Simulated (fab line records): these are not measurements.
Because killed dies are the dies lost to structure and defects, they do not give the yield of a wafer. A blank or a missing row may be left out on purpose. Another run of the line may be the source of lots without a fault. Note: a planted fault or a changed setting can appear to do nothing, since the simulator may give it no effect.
2 desks, one fault -- flow gf180mcu -- what lay behind the numbers comes last; until then each desk has only its own

FOR THE TOOL OWNER'S DESK: litho_track-04
The tool's own readings at GF_MVSD_SOFTBAKE_03, given as means over the sampled wafers that have a number, one for each lot that went through this tool. Marked OUT: a lot whose mean sits more than 4 standard deviations from the usual mean, which makes it out of limits; the brackets give that distance.
Columns: A = chill_plate_temp_C at GF_MVSD_SOFTBAKE_03, usual 23.02 C; B = heater_power_total_W at GF_MVSD_SOFTBAKE_03, usual 65.29 W; C = plate_temp_C at GF_MVSD_SOFTBAKE_03, usual 109.95 C
lot,first seen here,A,B,C
L208,day 4 20:54,23.05,65.18,109.87
L216,day 6 21:59,22.97,69.44 (+35) OUT,115.06 (+43) OUT
L217,day 6 22:56,22.93,69.37 (+34) OUT,115.19 (+44) OUT
This desk finds L216, L217 out of limits, L216 being first, at day 6 21:59 (heater_power_total_W at GF_MVSD_SOFTBAKE_03). L208: within limits.

METROLOGY DESK
What the gauges read, lot by lot, whatever tool the lot ran on: means of the sampled wafers that have a number. Marked OUT: a lot whose mean sits more than 4 standard deviations from the usual mean, which makes it out of limits; the brackets give that distance.
Columns: A = DUAL_GATE_OVL at GF_DUAL_GATE_OVL_MEAS_11, usual -0.6 nm; B = cd_nm at GF_NSD_CD_MEAS_07, usual 400.0 nm
lot,first seen here,A,B
L205,day 8 03:49,-1.0,399.3
L207,day 8 15:36,-0.8,399.4
L208,day 9 04:54,0.9,398.9
L211,day 10 04:44,-1.1,401.3
L212,day 10 05:01,-0.0,400.3
L216,day 11 15:03,0.0,402.5
L217,day 11 17:03,-0.5,399.7
L220,day 13 02:54,-0.0,402.6
L222,day 13 17:12,0.3,402.0
L223,day 13 19:53,-1.0,402.6
L225,day 14 02:52,0.5,397.3
L227,day 14 20:01,0.6,402.2
L228,day 15 05:17,-0.4,401.4
This desk found nothing out of limits on any of the 13 lots.

PUT TOGETHER
The tool owner's desk could have raised an alarm at day 6 21:59, on L216, L217.
From the metrology desk's view, nothing was out of limits.
The metrology desk holds a record of L216, L217, inside its limits.
The lots listed all ran GF_MVSD_SOFTBAKE_03 on litho_track-04.

WHAT WAS PUT IN BY THE SIMULATOR
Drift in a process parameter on litho_track-04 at GF_MVSD_SOFTBAKE_03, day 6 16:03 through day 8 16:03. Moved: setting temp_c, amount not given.
Shown lots that were struck: L216, L217.
How many hours passed from the start of the fault until each desk's first out-of-limits reading: the tool owner's desk, 6.
